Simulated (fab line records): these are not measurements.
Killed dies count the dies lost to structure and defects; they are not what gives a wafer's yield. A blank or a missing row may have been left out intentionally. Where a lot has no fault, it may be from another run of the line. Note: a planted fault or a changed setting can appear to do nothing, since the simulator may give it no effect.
Struck lot and sound lot, side by side -- flow sky130 -- 17 out of 708 route steps
Sound: the wafers L253.1, L253.2, L253.5. The struck wafers were L265.1, L265.2, L265.6. At the end, the cause is stated.
Order at every step that has rows: each side's tool, ch and its chambers, its first start. Under that, the readings that differ: sound wafers -- struck wafers -- difference of the means -- sigmas: that difference in standard deviations of wafers without a fault.
alike: a reading whose means differ by less than 2 such deviations, as well as words and numbers matching on both sides. not compared: withheld readings; readings where some wafer has no value; bounds like >300 that might hide an equal value; numbers whose values overlap and for which the record gives no deviation.
A row with sigmas, a row that says differs or no value, or rows on one side alone: a step with any of these is where the two part. Non-overlapping numbers with no deviation appear without sigmas and do not part them. A reading that every wafer of one side lacks parts them only if that side has two wafers or more.

first, 1 step without rows for these wafers: SKY_VT_ADJUST_NCORE_IMPLANT_09.
SKY_VT_ADJUST_NCORE_STRIP_10: strips in O2/N2.
  sound on plasmaAsher-04 ch 0,1, day 10 02:32; struck on plasmaAsher-01 ch 0,1, day 13 11:29
  alike: chamberPressureMTorr, drypumpMotorCurrentA, oesProductAu, stripTimeToEndpointS
  not compared: rfHoursCounterH
SKY_VT_ADJUST_NCORE_TW_MEAS_11:
  sound: filmMetro-03 at day 10 02:38; struck: filmMetro-01 at day 13 11:35
  alike: VT_ADJUST_NCORE_TW
then, 7 steps without rows for these wafers: SKY_VT_ADJUST_HVTR_DEHYDRATE_00 (time 60 s); SKY_VT_ADJUST_HVTR_HMDS_01 (prime time 60 s); SKY_VT_ADJUST_HVTR_COAT_02 (resist thk 1140 nm); SKY_VT_ADJUST_HVTR_SOFTBAKE_03 (time 60 s); SKY_VT_ADJUST_HVTR_EXPOSE_04 (exposes mask HVTRM, target cd 380 nm); SKY_VT_ADJUST_HVTR_PEB_05; SKY_VT_ADJUST_HVTR_DEVELOP_06 (develop time 60 s).
SKY_VT_ADJUST_HVTR_CD_MEAS_07 targets a cd of 380 nm.
  sound: cdSem-01 at day 11 01:26; struck: cdSem-01 at day 14 13:45
  alike: cdNm
SKY_VT_ADJUST_HVTR_OVL_MEAS_08:
  sound: overlay-01 at day 11 01:33; struck: overlay-01 at day 14 13:52
  alike: VT_ADJUST_HVTR_OVL
SKY_VT_ADJUST_HVTR_IMPLANT_09:
  sound on implanter-04 ch 0, day 11 01:35; struck on implanter-04 ch 0, day 14 13:55
reading,sound,struck,difference,sigmas
beamOnS (s),9.95 9.84 9.86,8.75 8.65 8.67,-1.19,-5
faradayCurrentUA,11.88 12.09 11.98,13.61 13.58 13.66,+1.63,+6
SKY_VT_ADJUST_HVTR_STRIP_10: strips in O2/N2.
  sound on plasmaAsher-01 ch 0,1, day 11 01:44; struck on plasmaAsher-02 ch 0,1, day 14 14:04
  alike: chamberPressureMTorr, drypumpMotorCurrentA, oesProductAu, stripTimeToEndpointS
  not compared: rfHoursCounterH
SKY_VT_ADJUST_HVTR_TW_MEAS_11:
  sound: filmMetro-02 at day 11 01:50; struck: filmMetro-04 at day 14 14:10
reading,sound,struck,difference,sigmas
VT_ADJUST_HVTR_TW,213.3 212.6 213.5,202.6 202.2 201.8,-10.9,-10
then, 1 step without rows for these wafers: SKY_VT_ADJUST_PCH_DEHYDRATE_00 (time 60 s).
-- the record jumps here: 35 days lie between the struck wafers' starts before and after (it left off in module VT_ADJUST_PCH and takes up again in module PAD_OPEN, whose first step shown is number 708 of the route) --
SKY_PAD_OPEN_PROBE_99:
  sound: prober-02 at day 47 06:09; struck: prober-02 at day 49 22:35
reading,sound,struck,difference,sigmas
model.etest.pfet_01v8_mvt.driveUaUm,149 150.2 148,143.3 144.2 143.8,-5.3,
model.etest.pfet_01v8_mvt.offLog10AUm,-10.74 -10.7 -10.71,-11.34 -11.33 -11.25,-0.59,
model.etest.pfet_01v8_mvt.vtSatV (V),-0.5711 -0.5715 -0.571,-0.6202 -0.6194 -0.6155,-0.0472,
model.etest.pfet_01v8_mvt.vtV (V),-0.6557 -0.6555 -0.6555,-0.7002 -0.7022 -0.6988,-0.0448,
model.etest.pfet_01v8_mvt.vtLongV (V),-0.8566 -0.8576 -0.8558,-0.9092 -0.9074 -0.9089,-0.0518,
  alike: killed_at_M0_to_M3, killed_at_M4_up, killedAtContacts, killedAtFrontEnd, killedAtOther, killedDies, killedOpen, killedShort

== WHERE THEY PART ==
First at SKY_VT_ADJUST_HVTR_IMPLANT_09; last, within this record, at SKY_VT_ADJUST_HVTR_TW_MEAS_11. Later steps at which nothing parts them and some readings are alike: SKY_PAD_OPEN_PROBE_99.

WHY: what the simulator had put in
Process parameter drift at SKY_VT_ADJUST_HVTR_IMPLANT_09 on implanter-04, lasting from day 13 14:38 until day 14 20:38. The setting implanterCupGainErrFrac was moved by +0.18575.
